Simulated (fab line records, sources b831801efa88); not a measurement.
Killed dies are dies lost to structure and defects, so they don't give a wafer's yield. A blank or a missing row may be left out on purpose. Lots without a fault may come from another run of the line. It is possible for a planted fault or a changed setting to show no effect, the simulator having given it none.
Comparing a struck lot with a sound one / flow sky130 / 20 out of 708 route steps
Sound: the wafers L582.2, L582.3, L582.4. The struck wafers were L587.2, L587.4, L587.5. The cause is given at the end.
Per side, at each step with rows, come the tool, then ch with its chambers, and then its first start. Under that, the readings that differ: sound wafers / struck wafers / difference of the means / sigmas: that difference in standard deviations of wafers without a fault.
alike: words and numbers the same on both sides, and readings whose means are apart by under 2 such deviations; not compared: readings that were withheld, readings missing a value for some wafer, numbers with overlapping values and no deviation given by the record, and bounds like >300 which may hide the same value.
The two part at a step that has a row with sigmas, a row that says differs or no value, or rows on one side only. Numbers that don't overlap but have no deviation are shown without sigmas and don't part them. A reading missing from all wafers of one side parts the sides only when that side holds two or more wafers.

first, 3 steps without rows for these wafers: SKY_VT_ADJUST_HVTR_EXPOSE_04 (exposes mask HVTRM, target cd 380 nm); SKY_VT_ADJUST_HVTR_PEB_05; SKY_VT_ADJUST_HVTR_DEVELOP_06 (develop time 60 s).
SKY_VT_ADJUST_HVTR_CD_MEAS_07 targets a cd of 380 nm.
  sound: cd-sem-02 at day 10 12:47; struck: cd-sem-02 at day 11 18:08
  alike: cd-nm
SKY_VT_ADJUST_HVTR_OVL_MEAS_08:
  sound: overlay-01 at day 10 12:53; struck: overlay-01 at day 11 18:14
reading=VT_ADJUST_HVTR_OVL (nm); sound=-3.4 -3.0 -3.2; struck=2.6 1.4 0.8; difference=+4.8; sigmas=+3
after that, 1 step had no rows for these wafers: SKY_VT_ADJUST_HVTR_IMPLANT_09.
SKY_VT_ADJUST_HVTR_STRIP_10: strips in O2/N2.
  sound on plasma-asher-03 ch 0,1, day 10 13:04; struck on plasma-asher-03 ch 0,1, day 11 18:25
  alike: chamber-pressure-mTorr, drypump-motor-current-A, oes-product-au, strip-time-to-endpoint-s
  not compared: rf-hours-counter-h
SKY_VT_ADJUST_HVTR_TW_MEAS_11:
  sound: film-metro-04 at day 10 13:10; struck: film-metro-04 at day 11 18:32
  alike: VT_ADJUST_HVTR_TW
then, 4 steps without rows for these wafers: SKY_VT_ADJUST_PCH_DEHYDRATE_00 (time 60 s); SKY_VT_ADJUST_PCH_HMDS_01 (prime time 60 s); SKY_VT_ADJUST_PCH_COAT_02 (resist thk 3000 nm); SKY_VT_ADJUST_PCH_SOFTBAKE_03.
SKY_VT_ADJUST_PCH_EXPOSE_04: exposes mask NWM, target cd 840 nm.
  sound on iline-stepper-01 ch 0, day 11 00:17; struck on iline-stepper-01 ch 0, day 12 05:56
reading=mask; sound=NWM#0 NWM#0 NWM#0; struck=HVTRM#0 HVTRM#0 HVTRM#0; difference=differs; sigmas=
then, 2 steps without rows for these wafers: SKY_VT_ADJUST_PCH_PEB_05; SKY_VT_ADJUST_PCH_DEVELOP_06 (develop time 60 s).
SKY_VT_ADJUST_PCH_OVL_MEAS_07:
  sound: overlay-02 at day 11 13:02; struck: overlay-02 at day 12 18:22
reading=VT_ADJUST_PCH_OVL (nm); sound=0.6 -0.2 1.4; struck=- - -; difference=no value on the struck wafers; sigmas=
after that, 1 step had no rows for these wafers: SKY_VT_ADJUST_PCH_IMPLANT_08.
SKY_VT_ADJUST_PCH_STRIP_09: strips in O2/N2.
  sound on plasma-asher-02 ch 0,1, day 11 13:13; struck on plasma-asher-02 ch 0,1, day 12 18:33
reading=oes-product-au (a.u.); sound=0.717 0.718 0.718; struck=0.724 0.729 0.728; difference=+0.009; sigmas=+2
  alike: chamber-pressure-mTorr, drypump-motor-current-A, strip-time-to-endpoint-s
  not compared: rf-hours-counter-h
SKY_VT_ADJUST_PCH_TW_MEAS_10:
  sound: film-metro-02 at day 11 13:19; struck: film-metro-04 at day 12 18:40
reading=VT_ADJUST_PCH_TW; sound=144.7 145.9 145.8; struck=29.9 29.8 29.9; difference=-115.6; sigmas=-77
then, 1 step without rows for these wafers: SKY_SONOS_TUNNEL_DEHYDRATE_00 (time 60 s).

== WHERE THEY PART ==
Last at SKY_VT_ADJUST_PCH_TW_MEAS_10 as far as this record goes, first at SKY_VT_ADJUST_HVTR_OVL_MEAS_08.

WHY: what the simulator had put in
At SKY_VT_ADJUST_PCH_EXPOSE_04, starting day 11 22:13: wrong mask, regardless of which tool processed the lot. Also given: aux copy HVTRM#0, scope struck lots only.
